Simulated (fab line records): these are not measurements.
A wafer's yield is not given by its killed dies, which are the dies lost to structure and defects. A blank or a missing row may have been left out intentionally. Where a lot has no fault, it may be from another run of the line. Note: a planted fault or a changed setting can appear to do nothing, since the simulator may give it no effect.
Comparing a struck lot with a sound one -- flow gf180mcu -- 25 steps out of a route of 602
Sound: the wafers L435.2, L435.3, L435.6. Struck: wafers L445.1, L445.3, L445.5. The cause is given at the end.
At each step with rows: each side's tool, then ch and its chambers, then its first start. Under that, the readings that differ: sound wafers -- struck wafers -- difference of the means -- sigmas: that difference in standard deviations of wafers without a fault.
alike: readings with means less than 2 such deviations apart, plus words and numbers identical on both sides. not compared: withheld readings, readings lacking a value on some wafer, bounds such as >300 that could conceal the same value, and numbers that have no deviation in the record and whose values overlap.
Wherever a step has rows on one side only, a row that says differs or no value, or a row with sigmas, the two part there. Non-overlapping numbers with no deviation appear without sigmas and do not part them. Lack of a reading on every wafer of one side parts them only where that side has two or more wafers.

first, 4 steps without rows for these wafers: GF_V4_CLEAN_20 (cleans in DIW); GF_V4_SPUTTER_21 (material Ti, target thk 15 nm, time 80.02 s); GF_V4_SPUTTER_22 (material TiN, target thk 10 nm, time 40 s); GF_V4_CVD_23 (deposits W, target thk 350 nm, time 104.9 s).
GF_V4_RS_MEAS_24: uses a four-point probe to measure.
  sound: film-metro-02 at day 28 09:28; struck: film-metro-02 at day 31 01:08
  alike: V4_W_RS
GF_V4_THK_MEAS_25: measures by xrf.
  sound: film-metro-02 at day 28 09:34; struck: film-metro-02 at day 31 01:16
  alike: V4_W_THK
GF_V4_CMP_26: polishes, stops on SiO2, t overpolish 15 s, target thk 0 nm.
  sound on cmp-01 ch 0,1, day 28 09:37; struck on cmp-02 ch 0,2, day 31 01:19
  alike: head-pressure-psi, motor-current-A, overpolish-run-s, time-to-endpoint-s
then, 1 step without rows for these wafers: GF_MIM_SPUTTER_00 (material Ti, target thk 37.5 nm, time 150 s).
GF_MIM_SPUTTER_01: material TiN, target thk 30 nm, time 25 s.
  sound: pvd-sputter-01 at day 28 10:01; struck: pvd-sputter-04 at day 31 01:43
  alike: chamber-pressure-pa, throttle-valve-pct
then, 3 steps without rows for these wafers: GF_MIM_SPUTTER_02 (material AlCu, target thk 450 nm, time 23.9 s); GF_MIM_SPUTTER_03 (material Ti, target thk 10 nm, time 6.7 s); GF_MIM_SPUTTER_04 (material TiN, target thk 50 nm, time 41.7 s).
GF_MIM_CVD_05: deposits Si3N4, target thk 42 nm, time 29.086 s.
  sound on pecvd-01 ch 1, day 28 10:08; struck on pecvd-04 ch 1,2, day 31 01:50
  no value came back on the struck wafers for heater-power-outer-w (W), heater-power-w (W); on the sound wafers heater-power-outer-w (W) reads 364 367 376
GF_MIM_SPUTTER_07: material TiN, target thk 60 nm, time 50 s.
  sound: pvd-sputter-04 at day 28 10:15; struck: pvd-sputter-03 at day 31 01:56
  alike: chamber-pressure-pa, throttle-valve-pct
then, 1 step without rows for these wafers: GF_MIM_SPUTTER_08 (material AlCu, target thk 200 nm, time 10.6 s).
GF_MIM_SPUTTER_09: material TiN, target thk 35 nm, time 29.2 s.
  sound: pvd-sputter-04 at day 28 10:19; struck: pvd-sputter-03 at day 31 02:00
  alike: chamber-pressure-pa, throttle-valve-pct
then, 7 steps without rows for these wafers: GF_MIM_DEHYDRATE_12 (time 60 s); GF_MIM_HMDS_13 (prime time 60 s); GF_MIM_COAT_14 (resist thk 1000 nm); GF_MIM_SOFTBAKE_15 (time 60 s); GF_MIM_EXPOSE_16 (exposes mask FuseTop, target cd 2000 nm); GF_MIM_PEB_17; GF_MIM_DEVELOP_18 (develop time 60 s).
GF_MIM_METAL_ETCH_19: etches the open film in Cl2/BCl3, stops on Si3N4, target depth 324.5 nm, time 54.1 s.
  sound on rie-metal-03 ch 1, day 29 05:37; struck on rie-metal-01 ch 0,1, day 31 19:16
reading,sound,struck,difference,sigmas
oes-product-au (a.u.),0.944 0.937 0.942,0.988 1.017 0.994,+0.059,+8
throttle-valve-pct (%),28.286 28.289 28.295,28.231 28.197 28.227,-0.072,-7
model.MIM.feature-depth-nm (nm),297 293.5 296.6,319.8 337.7 323.7,+31.4,
model.etch.depth-nm (nm),297 293.5 296.6,319.8 337.7 323.7,+31.4,
  alike: drypump-motor-current-A
  not compared: rf-hours-counter-h
GF_MIM_STRIP_20: strips in O2/N2.
  sound on plasma-asher-04 ch 0,1, day 29 05:41; struck on plasma-asher-01 ch 0,1, day 31 19:20
  alike: drypump-motor-current-A, heater-power-w, oes-product-au, strip-time-to-endpoint-s
  not compared: rf-hours-counter-h

WHERE THEY PART
At GF_MIM_CVD_05 first; at GF_MIM_METAL_ETCH_19 last (within this record only). Later steps at which nothing parts them and some readings are alike: GF_MIM_STRIP_20.

WHY: what had been put in by the simulator
Whole step skipped at GF_MIM_CVD_05 on pecvd-04, starting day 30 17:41. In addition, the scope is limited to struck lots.
